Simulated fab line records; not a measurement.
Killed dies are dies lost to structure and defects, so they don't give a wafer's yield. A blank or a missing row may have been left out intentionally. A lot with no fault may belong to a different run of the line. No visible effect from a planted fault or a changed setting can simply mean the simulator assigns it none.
8D (eight disciplines) problem report, filled in by code | flow sky130 | the parts of the form that need people (team, actions taken, sign-off) are left out

1. WHAT WENT WRONG
At SKY_VT_ADJUST_HVTP_CD_MEAS_07, cd nm averages 364.4 nm over 3 wafers from 3 lots, while fault-free wafers read 379.9 nm, standard deviation 2.8. That is -5.5 standard deviations from the usual mean.
The step: target cd 380 nm.
First observed at day 9 06:00: wafer L485.4, on cd sem-01. The record has a number at this step for 42 wafers belonging to 15 lots. By rule, "out" or "out of limits" means more than 4 standard deviations away from the usual mean. Any other wafer with a number is counted as sound.

2. WHAT IT IS; WHAT IT IS NOT
question                    | is                     | is not
which readings at this step | cd nm                  | -
which lots                  | L485, L489, L490       | L474, L475, L476, L477, L478, L479, L480, L481, L492, L495, L496, L497
which wafers of those lots  | L485.4, L489.6, L490.4 | L485.3, L489.1, L490.1
read on which gauges        | cd sem-01, cd sem-02   | -
when                        | from day 9 06:00       | up to then (25 sound wafers); but 14 sound wafers of L489, L490, L492, L495, L496, L497 came after

3. WHAT RULES OUT EACH SUSPECT
Counting: a tool at a process step up to the reading stays a suspect if it ran every lot that is out. Sound lots after the first of them don't rule it out here, since some wafers of a struck lot are sound.
- the gauge at SKY_VT_ADJUST_HVTP_CD_MEAS_07 has been ruled out. The wafers that are out were read on 2 gauges (cd sem-01, cd sem-02).
- litho track-01 at SKY_VT_ADJUST_HVTP_DEVELOP_06 (develop time 60 s): kept. It processed each lot that is out (first: L485, day 9 05:52); up to then, its last sound lot is L479 (day 7 07:08).
The count leaves litho track-01 at SKY_VT_ADJUST_HVTP_DEVELOP_06.

4. THE CAUSE (what the simulator had put in)
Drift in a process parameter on litho track-01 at SKY_VT_ADJUST_HVTP_DEVELOP_06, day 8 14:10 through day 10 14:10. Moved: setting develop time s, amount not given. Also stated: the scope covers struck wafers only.
Only this tool survived the counting.

5. THE CHAIN OF EFFECTS, in route order
One row per reading whose mean, taken over the struck wafers that have a number, lies over 3 standard deviations from the usual. Readings are gone through only where the record gives a usual standard deviation; hours: the median, over the lots, of the time from a lot's start at the first step in this table giving one to that lot's start at this step; sigmas: the change measured in usual standard deviations.
hours | step                          | reading | usual    | on struck wafers | change | sigmas
0     | SKY_VT_ADJUST_HVTP_CD_MEAS_07 | cd nm   | 379.9 nm | 364.4            | -15.5  | -5.5

6. HOW IT WOULD HAVE BEEN CAUGHT EARLIER
In this record the first reading out of limits at a measuring or inspecting step was taken at day 9 06:00, 16 hours after the fault began at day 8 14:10.
Of the lots that are out (3), L489, L490 began SKY_VT_ADJUST_HVTP_DEVELOP_06 on litho track-01 after day 9 06:00. A hold on the tool at that time would have spared those 2.
